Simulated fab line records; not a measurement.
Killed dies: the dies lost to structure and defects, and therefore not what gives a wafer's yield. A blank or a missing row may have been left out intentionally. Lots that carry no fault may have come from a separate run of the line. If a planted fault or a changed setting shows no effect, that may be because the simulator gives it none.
What tool caused it? -- flow sky130 -- Sampling: 12 lots, 34 wafers, 5 of 708 route steps

== WHAT THE GAUGES SHOWED, per wafer ==
SKY_SD_P_TW_MEAS_11.
lot,measured,on,SD_P_TW
L977,day 25 07:14,film metro-02,2817 2818 2817
L978,day 25 18:49,film metro-03,2789 2798 2806
L980,day 26 12:32,film metro-02,2808 2814 2824
L981,day 27 04:17,film metro-04,2810 2802 2823
L982,day 27 08:26,film metro-03,2817 2819 2819
L983,day 27 10:16,film metro-04,2817 2816 2815
L986,day 28 14:01,film metro-04,2817 2815 2826
L987,day 28 23:54,film metro-03,2806 2822 2802
L988,day 29 09:43,film metro-03,2825 2824 2823
L994,day 31 09:02,film metro-02,2846 2833
L995,day 31 16:29,film metro-02,2821 2834 2832
L996,day 31 19:43,film metro-04,2820 2815

SKY_LI_CONTACT_BOW_MEAS_03.
lot,measured,on,LI_CONTACT_BOW (um)
L977,day 27 18:30,film metro-03,60 58 45
L978,day 28 05:52,film metro-03,55 50 51
L980,day 28 22:52,film metro-03,49 50 58
L981,day 29 14:00,film metro-04,68 62 56
L982,day 29 19:16,film metro-03,60 55 52
L983,day 29 20:55,film metro-03,57 58 47
L986,day 30 23:36,film metro-03,71 61 72
L987,day 31 07:35,film metro-04,68 57 47
L988,day 31 18:19,film metro-04,41 63 52
L994,day 33 15:10,film metro-02,50 43
L995,day 33 23:24,film metro-03,45 64 48
L996,day 34 02:04,film metro-03,55 50

SKY_LI_CONTACT_RS_MEAS_22: uses a four-point probe to measure.
lot,measured,on,LI_CONTACT_W_RS (ohm/sq)
L977,day 28 23:26,film metro-04,0.285 0.285 0.283
L978,day 29 11:01,film metro-03,0.287 0.285 0.288
L980,day 30 04:07,film metro-04,0.283 0.281 0.286
L981,day 30 18:31,film metro-04,0.282 0.282 0.282
L982,day 30 23:42,film metro-02,0.288 0.281 0.286
L983,day 31 01:47,film metro-03,0.284 0.282 0.283
L986,day 32 04:05,film metro-03,0.284 0.287 0.284
L987,day 32 11:22,film metro-04,0.284 0.285 0.284
L988,day 32 21:42,film metro-04,0.288 0.285 0.289
L994,day 34 16:40,film metro-03,0.290 0.289
L995,day 35 02:08,film metro-04,0.282 0.280 0.283
L996,day 35 04:49,film metro-03,0.285 0.286

== WHAT TOOL EACH LOT RAN ON (gives the tool, then ch and the chambers of the sampled wafers, and finally the start) ==
lot,SKY_LI_CONTACT_ETCH_14,SKY_LI_CONTACT_STRIP_16
L977,"rie diel-04 ch 0,1,3, day 28 22:45","plasma asher-04 ch 1, day 28 22:53"
L978,"rie diel-04 ch 1,2,3, day 29 10:10","plasma asher-04 ch 0,1, day 29 10:20"
L980,"rie diel-04 ch 0,2,3, day 30 03:25","plasma asher-03 ch 0, day 30 03:33"
L981,"rie diel-01 ch 0,1, day 30 17:49","plasma asher-04 ch 0,1, day 30 17:57"
L982,"rie diel-04 ch 1,2,3, day 30 22:52","plasma asher-03 ch 0,1, day 30 23:00"
L983,"rie diel-02 ch 2,3, day 31 00:58","plasma asher-03 ch 0,1, day 31 01:05"
L986,"rie diel-02 ch 0,3, day 32 03:17","plasma asher-04 ch 0, day 32 03:25"
L987,"rie diel-01 ch 0,1,2, day 32 10:40","plasma asher-01 ch 0,1, day 32 10:47"
L988,"rie diel-01 ch 1,2,3, day 32 20:53","plasma asher-03 ch 0,1, day 32 21:01"
L994,"rie diel-02 ch 2,3, day 34 15:50","plasma asher-04 ch 0,1, day 34 16:01"
L995,"rie diel-02 ch 2,3, day 35 01:16","plasma asher-04 ch 0,1, day 35 01:24"
L996,"rie diel-02 ch 1,2, day 35 04:02","plasma asher-01 ch 0,1, day 35 04:13"
- SKY_LI_CONTACT_ETCH_14: etches BARC in N2/H2, stops on SiO2, time 45.9 s, target depth 60 nm.
- SKY_LI_CONTACT_STRIP_16: strips in O2/N2.

== AS READ BY THE TOOLS THEMSELVES (means over the sampled wafers that have a number; for cases with no such wafer, the mark the record gives instead) ==
SKY_LI_CONTACT_ETCH_14.
lot,tool,chamber pressure mTorr (mTorr),drypump motor current A (A),oes product au (a.u.),run length s (s),throttle valve pct (%)
L977,rie diel-04,30.001,5.6,0.854,74.4,13.226
L978,rie diel-04,30.005,5.4,0.859,74.5,13.223
L980,rie diel-04,30.021,5.7,0.852,74.5,13.228
L981,rie diel-01,29.994,6.0,0.853,74.3,13.221
L982,rie diel-04,30.001,5.4,0.854,74.6,13.225
L983,rie diel-02,30.007,5.2,0.853,74.1,13.222
L986,rie diel-02,30.014,5.6,0.854,74.5,13.228
L987,rie diel-01,29.989,6.0,0.852,74.2,13.227
L988,rie diel-01,30.001,6.1,0.855,74.4,13.227
L994,rie diel-02,29.998,5.2,0.757,89.2,13.220
L995,rie diel-02,29.991,5.2,0.797,83.9,13.213
L996,rie diel-02,30.023,5.6,0.762,88.8,13.212

SKY_LI_CONTACT_STRIP_16.
lot,tool,chamber pressure mTorr (mTorr),drypump motor current A (A),oes product au (a.u.),strip time to endpoint s (s)
L977,plasma asher-04,1501.1,5.9,0.373,3.52
L978,plasma asher-04,1500.0,5.5,0.374,3.51
L980,plasma asher-03,1501.6,6.0,0.377,3.49
L981,plasma asher-04,1499.2,5.2,0.372,3.44
L982,plasma asher-03,1499.4,5.9,0.380,3.54
L983,plasma asher-03,1501.2,5.7,0.376,3.49
L986,plasma asher-04,1500.1,4.8,0.371,3.48
L987,plasma asher-01,1499.8,5.9,0.377,3.50
L988,plasma asher-03,1499.9,5.9,0.372,3.45
L994,plasma asher-04,1500.6,5.3,0.373,3.40
L995,plasma asher-04,1499.1,5.2,0.374,3.43
L996,plasma asher-01,1500.3,5.9,0.369,3.34

== THE ANSWER, worked out from the rows above alone ==
Rule: the usual values come from the lots themselves. Put in order of their means at a reading, lots are off if they are a third of the lots or fewer, leave a main group of 4 or more, and stand apart from it by a gap of 3 or more times the standard deviation of the main group's means; of several such gaps the widest counts. Not used: any main group whose means are identical at the precision the tables above print for the reading. A lot without any number at a reading at which 4 lots or more have one is off too. The other lots that the step has rows for count as sound. Order of review: gauges by route order, followed by the tools' own readings, for which a lot's mean as printed above is used. At the first step where some lot is off, the reading lying furthest off is the one used; lots without a number count as furthest.
Off, at SKY_LI_CONTACT_ETCH_14 on run length s: L994, L995, L996. The main group: mean 74.4 s, standard deviation 0.15.
A tool fits if, at that step or a process step before it, it ran every lot that is off, and no sound lot after the first of them. One fits: SKY_LI_CONTACT_ETCH_14 on rie diel-02. Its last sound lot is L986 (day 32 03:17), its first lot that is off L994 (day 34 15:50): a fault that began between those two fits.
The tool's own readings at SKY_LI_CONTACT_ETCH_14 bear it out: on the lots that are off they differ by more than 5 times the standard deviation of the sound lots' means. oes product au reads 0.772 a.u. there against 0.854 a.u. on the sound lots; run length s reads 87.3 s there against 74.4 s on the sound lots.

== WHAT THE SIMULATOR HAD PUT IN ==
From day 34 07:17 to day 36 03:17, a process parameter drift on rie diel-02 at SKY_LI_CONTACT_ETCH_14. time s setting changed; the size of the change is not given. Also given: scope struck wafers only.
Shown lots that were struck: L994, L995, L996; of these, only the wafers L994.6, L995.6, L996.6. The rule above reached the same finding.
